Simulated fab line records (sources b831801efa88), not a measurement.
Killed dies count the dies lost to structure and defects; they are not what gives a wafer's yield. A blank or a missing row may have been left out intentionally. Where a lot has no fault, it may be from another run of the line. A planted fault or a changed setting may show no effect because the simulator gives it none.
A lot that was struck, set against a sound lot -- flow sky130 -- 43 steps out of a route of 708
Sound: the wafers L338.2, L338.4, L338.5. The struck wafers were L350.1, L350.3, L350.4. At the end, the cause is stated.
For every step that has rows: the tool of each side, followed by ch and its chambers, followed by its first start. Under that, the readings that differ: sound wafers -- struck wafers -- difference of the means -- sigmas: that difference in standard deviations of wafers without a fault.
alike: words and numbers the same on both sides, and readings whose means are apart by under 2 such deviations; not compared: readings that were withheld, readings missing a value for some wafer, numbers with overlapping values and no deviation given by the record, and bounds like >300 which may hide the same value.
The two part at a step that has a row with sigmas, a row that says differs or no value, or rows on one side only. Numbers that have no deviation but don't overlap get no sigmas and don't part them. Lack of a reading on every wafer of one side parts them only where that side has two or more wafers.

first, 1 step without rows for these wafers: SKY_VIA4_HDPCVD_00 (deposits SiO2, target thk 1750 nm, time 291.7 s).
SKY_VIA4_THK_MEAS_01:
  sound on filmMetro-01, day 42 09:21; struck on filmMetro-04, day 46 06:28
  alike: VIA4_HDPCVD_THK
then, 1 step without rows for these wafers: SKY_VIA4_CMP_02 (polishes SiO2).
SKY_VIA4_BOW_MEAS_03:
  sound on filmMetro-01, day 42 09:43; struck on filmMetro-04, day 46 07:08
  alike: VIA4_BOW
then, 7 steps without rows for these wafers: SKY_VIA4_DEHYDRATE_04 (time 60 s); SKY_VIA4_HMDS_05 (prime time 60 s); SKY_VIA4_COAT_06 (resist thk 1140 nm); SKY_VIA4_SOFTBAKE_07 (time 60 s); SKY_VIA4_EXPOSE_08 (exposes mask VIM4, target cd 800 nm); SKY_VIA4_PEB_09; SKY_VIA4_DEVELOP_10 (develop time 60 s).
SKY_VIA4_OVL_MEAS_11:
  sound on overlay-01, day 43 08:09; struck on overlay-01, day 47 03:28
  alike: VIA4_OVL
SKY_VIA4_ETCH_12: etches SiO2 in C4F8/O2/Ar, stops on TiN, target depth 580 nm.
  sound on rieDiel-02 ch 1,3, day 43 08:11; struck on rieDiel-02 ch 1,2, day 47 03:31
  alike: oesProductAu
then, 4 steps without rows for these wafers: SKY_VIA4_STRIP_13 (strips in O2/N2); SKY_VIA4_STRIP_14 (strips in post etch residue remover, time 1200 s); SKY_VIA4_CLEAN_15 (cleans in IPA, time 180 s); SKY_VIA4_CLEAN_16 (cleans in O3/DIW).
SKY_VIA4_SPUTTER_17: material TiN, target thk 20 nm, time 80 s.
  sound on pvdSputter-04, day 43 08:53; struck on pvdSputter-04, day 47 04:39
  alike: throttleValvePct
then, 1 step without rows for these wafers: SKY_VIA4_CVD_18 (deposits W, target thk 505 nm, time 152.14 s).
SKY_VIA4_RS_MEAS_19: measurement is done with a four-point probe.
  sound on filmMetro-01, day 43 09:07; struck on filmMetro-03, day 47 04:54
  alike: VIA4_W_RS
SKY_VIA4_THK_MEAS_20: measures by xrf.
  sound on filmMetro-01, day 43 09:13; struck on filmMetro-03, day 47 05:01
  alike: VIA4_W_THK
SKY_VIA4_CMP_21: polishes, stops on SiO2, t overpolish 25 s, target thk 0 nm.
  sound on cmp-02 ch 1,2,3, day 43 09:16; struck on cmp-01 ch 1,2,3, day 47 06:15
  alike: edgeZonePressureFrac, headPressurePsi, motorCurrentA, overpolishRunS, timeToEndpointS
SKY_METAL5_SPUTTER_00: material Ti, target thk 15 nm, time 10 s.
  sound on pvdSputter-03, day 43 09:34; struck on pvdSputter-03, day 47 06:36
  alike: throttleValvePct
then, 3 steps without rows for these wafers: SKY_METAL5_SPUTTER_01 (material TiN, target thk 20 nm, time 16.7 s); SKY_METAL5_SPUTTER_02 (material AlCu, target thk 1150 nm, time 59.67 s); SKY_METAL5_SPUTTER_03 (material Ti, target thk 5 nm, time 3.3 s).
SKY_METAL5_SPUTTER_04: material TiN, target thk 70 nm, time 58.3 s.
  sound on pvdSputter-03, day 43 09:41; struck on pvdSputter-03, day 47 06:43
  alike: throttleValvePct
SKY_METAL5_RS_MEAS_05: measurement is done with a four-point probe.
  sound on filmMetro-04, day 43 09:46; struck on filmMetro-03, day 47 06:46
  alike: METAL5_ALCU_RS
SKY_METAL5_THK_MEAS_06: measures by xrf.
  sound on filmMetro-04, day 43 09:52; struck on filmMetro-03, day 47 06:53
  alike: METAL5_ALCU_THK
then, 9 steps without rows for these wafers: SKY_METAL5_DEHYDRATE_07 (time 60 s); SKY_METAL5_HMDS_08 (prime time 60 s); SKY_METAL5_COAT_09 (resist thk 1800 nm); SKY_METAL5_SOFTBAKE_10 (time 60 s); SKY_METAL5_EXPOSE_11 (exposes mask MM5, target cd 1600 nm); SKY_METAL5_PEB_12; SKY_METAL5_DEVELOP_13 (develop time 60 s); SKY_METAL5_DESCUM_14 (chemistry O2, time 11 s); SKY_METAL5_METAL_ETCH_15 (etches the open film in Cl2/BCl3, stops on SiO2, target depth 1260 nm, time 239.8 s).
SKY_METAL5_STRIP_16: strips in O2/N2.
  sound on plasmaAsher-04 ch 0,1, day 44 08:23; struck on plasmaAsher-02 ch 0,1, day 48 01:29
reading,sound,struck,difference,sigmas
drypumpMotorCurrentA (A),6.01 6.33 6.33,5.54 5.92 5.53,-0.56,-2
  alike: oesProductAu, stripTimeToEndpointS
  not compared: rfHoursCounterH
then, 3 steps without rows for these wafers: SKY_METAL5_STRIP_17 (strips in post etch residue remover, time 1200 s); SKY_METAL5_CLEAN_18 (cleans in IPA, time 180 s); SKY_METAL5_CLEAN_19 (cleans in O3/DIW).
SKY_PAD_OPEN_PROBE_99:
  sound on prober-01, day 46 05:50; struck on prober-01, day 49 18:24
reading,sound,struck,difference,sigmas
defectLimitedYield (%),85.4 83.9 82.3,81.1 76.2 80.9,-4.5,-2
killed_at_M4_up,5 3 7,18 50 15,+23,+12
killedAtOther,2 3 0,0 0 1,-1,-2
killedDies,72 79 87,93 117 94,+22,+2
killedOnRim,14 14 17,29 15 29,+9,+3
sort_bin_3_pad_short (%),0.2 0.4 0.6,1.8 2.6 1.8,+1.7,+4
sortNPass,420 413 405,399 375 398,-22,-2
sortYieldPct (%),85.4 83.9 82.3,81.1 76.2 80.9,-4.5,-2
model.etest.tester.sortNPass,420 413 405,399 375 398,-22,
model.etest.tester.sortYieldPct (%),85.37 83.94 82.32,81.1 76.22 80.89,-4.5,
model.etest.tester.sort_bin_3_pct (%),0.2033 0.4065 0.6098,1.829 2.642 1.829,+1.693,
  alike: killed_at_M0_to_M3, killedAtContacts, killedAtFrontEnd, killedOpen, killedShort, sort_bin_5_function, sort_bin_6_memory
  not compared: model.etest.tester.sort_bin_5_pct

WHERE THEY PART
Earliest at SKY_METAL5_STRIP_16; latest, in this record, at SKY_PAD_OPEN_PROBE_99.

WHY: what the simulator had put in
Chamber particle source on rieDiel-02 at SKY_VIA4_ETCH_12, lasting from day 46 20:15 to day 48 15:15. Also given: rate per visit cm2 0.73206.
